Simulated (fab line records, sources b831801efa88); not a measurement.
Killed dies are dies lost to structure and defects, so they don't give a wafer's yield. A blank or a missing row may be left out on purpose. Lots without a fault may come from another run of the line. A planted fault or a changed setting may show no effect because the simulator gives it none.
Chamber matching | flow sky130 | SKY_POLY_CUT_ETCH_10 on rie_diel-02: 4 sister chambers
The step etches BARC in N2/H2, stops on SiO2, time 45.9 s, target depth 60 nm. 4 wafers are shown with their chamber, then 7 later ones without.

WAFERS WITH THEIR CHAMBER
wafer  | chamber | throttle_valve_pct (%)
L084.1 | 2       | 13.228
L087.5 | 0       | 13.231
L093.2 | 3       | 13.230
L093.3 | 1       | 13.220

WAFERS WITHOUT THEIR CHAMBER
wafer  | throttle_valve_pct (%)
L093.4 | 13.210
L095.1 | 13.233
L095.3 | 13.221
L095.4 | 13.214
L096.4 | 13.232
L096.5 | 13.236
L096.6 | 13.241

WHICH CHAMBER EACH WENT THROUGH
wafer  | from the rows above               | in truth
L093.4 | can't be placed: 1 or 2 or 3 or 0 | 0
L095.1 | can't be placed: 0 or 3 or 2 or 1 | 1
L095.3 | can't be placed: 1 or 2 or 3 or 0 | 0
L095.4 | can't be placed: 1 or 2 or 3 or 0 | 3
L096.4 | can't be placed: 0 or 3 or 2 or 1 | 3
L096.5 | can't be placed: 0 or 3 or 2 or 1 | 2
L096.6 | can't be placed: 0 or 3 or 2 or 1 | 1
Placed correctly: 0 of 7. Can't be placed from these rows: 7 (the true chamber is among the candidates in 7). Placed wrongly: 0.
How it was worked out, from the rows above alone: a wafer's distance from a chamber is the root of the sum, over the readings, of the square of ((its reading less the chamber's mean) divided by the reading's scatter). The wafer belongs to the nearest chamber; if the next one is less than 2 further off, it can't be placed. A chamber's mean is the mean of its shown wafers. The scatter: with one shown wafer a chamber, the root of the mean of the squares of how far each hidden wafer lies from its nearest shown one.
